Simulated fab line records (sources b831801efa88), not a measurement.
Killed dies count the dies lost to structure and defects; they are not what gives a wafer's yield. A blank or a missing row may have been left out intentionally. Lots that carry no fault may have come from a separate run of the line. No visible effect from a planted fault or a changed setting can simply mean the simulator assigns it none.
Chamber matching + flow gf180mcu + GF_V4_CVD_02 on pecvd-04: 3 sister chambers
The step deposits SiO2 from TEOS, target thk 850 nm, time 94.851 s. 20 wafers are shown with their chamber, then 10 later ones without.

## WAFERS, EACH WITH ITS CHAMBER
| wafer  | chamber | heater power w (W) |
|--------|---------|--------------------|
| L074.2 | 0       | 793                |
| L074.5 | 2       | 772                |
| L074.6 | 1       | 647                |
| L081.2 | 0       | 756                |
| L081.4 | 0       | 816                |
| L081.6 | 1       | 635                |
| L082.1 | 1       | 533                |
| L082.4 | 2       | 739                |
| L082.6 | 0       | 773                |
| L085.2 | 2       | 819                |
| L085.3 | 0       | 807                |
| L085.6 | 2       | 661                |
| L087.2 | 0       | 797                |
| L087.5 | 1       | 663                |
| L087.6 | 0       | 648                |
| L088.1 | 2       | 805                |
| L088.3 | 0       | 793                |
| L088.5 | 2       | 850                |
| L089.2 | 0       | 735                |
| L089.4 | 2       | 803                |

SIGNATURES (averages over the wafers above)
| reading        | chamber 0 | chamber 1 | chamber 2 | scatter within a chamber |
|----------------|-----------|-----------|-----------|--------------------------|
| heater power w | 768.67    | 619.50    | 778.43    | 57.1                     |
Rule: a wafer lies at a distance from a chamber equal to the root of the sum of squares, over the readings, of (its reading less the chamber's mean, divided by the reading's scatter). If the next closest chamber is less than 2 further off than the closest, the wafer can't be placed; otherwise it belongs to the closest. How the scatter is found: for the shown wafers, subtract from each reading the mean of its chamber, square and add these, divide the total by (wafers less chambers), then take the root.

## WAFERS MISSING THEIR CHAMBER
| wafer  | heater power w (W) |
|--------|--------------------|
| L089.6 | 627                |
| L090.1 | 752                |
| L090.4 | 806                |
| L090.6 | 802                |
| L092.2 | 562                |
| L092.3 | 827                |
| L092.4 | 670                |
| L094.2 | 569                |
| L094.4 | 825                |
| L094.5 | 644                |

## WHICH CHAMBER EACH ONE RAN IN
| wafer  | from the rows above          | in truth |
|--------|------------------------------|----------|
| L089.6 | 1                            | 1        |
| L090.1 | can't be placed: 0 or 2      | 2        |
| L090.4 | can't be placed: 2 or 0      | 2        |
| L090.6 | can't be placed: 2 or 0      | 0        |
| L092.2 | 1                            | 1        |
| L092.3 | can't be placed: 2 or 0      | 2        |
| L092.4 | can't be placed: 1 or 0 or 2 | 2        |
| L094.2 | 1                            | 1        |
| L094.4 | can't be placed: 2 or 0      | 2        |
| L094.5 | can't be placed: 1 or 0 or 2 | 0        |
3 of 10 placed correctly. Cannot be placed on the basis of these rows: 7; the candidates contain the true chamber in 7. Number placed wrongly: 0.
